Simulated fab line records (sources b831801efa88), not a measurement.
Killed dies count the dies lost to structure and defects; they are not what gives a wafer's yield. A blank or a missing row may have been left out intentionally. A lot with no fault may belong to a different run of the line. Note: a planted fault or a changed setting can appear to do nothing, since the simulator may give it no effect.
Which of the tools did it?	flow gf180mcu	39 wafers from 13 lots sampled at 3 of the route's 602 steps

WHAT THE GAUGES READ, wafer by wafer
GF_MIM_THK_MEAS_11: measures by xrf. Usual: MIM_ALCU_THK typically reads 199.8 nm, with standard deviation 2.7.
lot	measured	on	MIM_ALCU_THK (nm)	flag
L133	day 23 21:10	film-metro-04	203.3 203.8 199.5	
L134	day 24 14:58	film-metro-04	200.4 199.9 200.0	
L135	day 24 18:03	film-metro-04	196.2 197.8 199.9	
L136	day 25 09:34	film-metro-02	198.1 196.0 198.9	
L138	day 26 05:48	film-metro-03	199.2 202.8 198.2	
L137	day 26 06:52	film-metro-02	203.5 201.0 208.1	
L139	day 26 19:03	film-metro-04	197.6 200.0 199.1	
L140	day 26 20:07	film-metro-04	198.1 194.9 196.0	
L141	day 27 16:05	film-metro-04	197.9 195.2 199.9	
L152	day 30 08:52	film-metro-04	199.5 199.4 198.8	
L153	day 30 12:56	film-metro-02	197.9 201.3 197.5	
L155	day 30 22:24	film-metro-04	201.4 197.7 197.4	
L156	day 31 05:53	film-metro-04	201.3 201.9 199.7	

GF_V5_CD_MEAS_14 targets a cd of 260 nm. Usual: cd-nm 259.9 nm, standard deviation 1.2.
lot	measured	on	cd-nm (nm)	flag
L133	day 26 15:36	cd-sem-01	258.5 259.4 258.5	
L134	day 27 07:25	cd-sem-02	261.7 260.5 260.3	
L135	day 27 10:29	cd-sem-01	260.4 259.3 259.5	
L136	day 28 00:37	cd-sem-01	260.2 260.4 259.9	
L138	day 28 19:27	cd-sem-01	261.1 260.3 261.3	
L137	day 28 19:53	cd-sem-02	261.1 260.7 260.3	
L139	day 29 06:36	cd-sem-02	261.0 261.6 261.8	
L140	day 29 08:35	cd-sem-01	260.5 262.0 260.4	
L141	day 30 01:57	cd-sem-02	259.8 260.3 259.8	
L152	day 32 15:00	cd-sem-01	257.9 258.5 257.3	
L153	day 32 17:48	cd-sem-02	260.5 260.0 260.1	
L155	day 33 02:42	cd-sem-02	260.5 259.4 258.9	
L156	day 33 09:29	cd-sem-01	257.9 258.7 258.8	

EACH LOT AND THE TOOL THAT RAN IT (in order: tool; ch and the chambers of the sampled wafers; start)
lot	GF_V1_SPUTTER_21
L133	pvd-sputter-01, day 17 10:55
L134	pvd-sputter-02, day 18 05:02
L135	pvd-sputter-02, day 18 09:13
L136	pvd-sputter-02, day 19 03:44
L138	pvd-sputter-02, day 20 01:21
L137	pvd-sputter-01, day 20 02:42
L139	pvd-sputter-02, day 20 18:00
L140	pvd-sputter-04, day 20 19:46
L141	pvd-sputter-02, day 21 19:37
L152	pvd-sputter-04, day 24 23:01
L153	pvd-sputter-02, day 25 04:30
L155	pvd-sputter-02, day 25 14:22
L156	pvd-sputter-01, day 25 22:16
- GF_V1_SPUTTER_21: material Ti, target thk 15 nm, time 80.02 s.

WHAT THE TOOLS THEMSELVES READ (means of the sampled wafers that have a number; where no wafer has one, the mark that the record gives instead)
GF_V1_SPUTTER_21. Usual: throttle-valve-pct 30.5 %, standard deviation 0.95.
lot	tool	throttle-valve-pct (%)	flag
L133	pvd-sputter-01	29.0	
L134	pvd-sputter-02	30.9	
L135	pvd-sputter-02	30.4	
L136	pvd-sputter-02	30.8	
L138	pvd-sputter-02	31.2	
L137	pvd-sputter-01	29.2	
L139	pvd-sputter-02	30.9	
L140	pvd-sputter-04	30.5	
L141	pvd-sputter-02	31.1	
L152	pvd-sputter-04	30.3	
L153	pvd-sputter-02	30.8	
L155	pvd-sputter-02	31.0	
L156	pvd-sputter-01	29.2	

THE ANSWER, worked out from the rows above alone
Rule: a lot is off if the mean of its wafers that have a number lies more than 3 standard deviations from the usual mean. A lot without any number at a reading at which 4 lots or more have one is off too. All remaining lots with rows at the step are treated as sound. First the gauges in route order, then the tools' own readings, where a lot's mean is used as printed above. The first step at which some lot is off is used, and at that step the reading that is off furthest; a lot without a number counts as furthest.
None of the lots is off at any reading shown; this tells nothing.

WHAT THE SIMULATOR HAD PUT IN
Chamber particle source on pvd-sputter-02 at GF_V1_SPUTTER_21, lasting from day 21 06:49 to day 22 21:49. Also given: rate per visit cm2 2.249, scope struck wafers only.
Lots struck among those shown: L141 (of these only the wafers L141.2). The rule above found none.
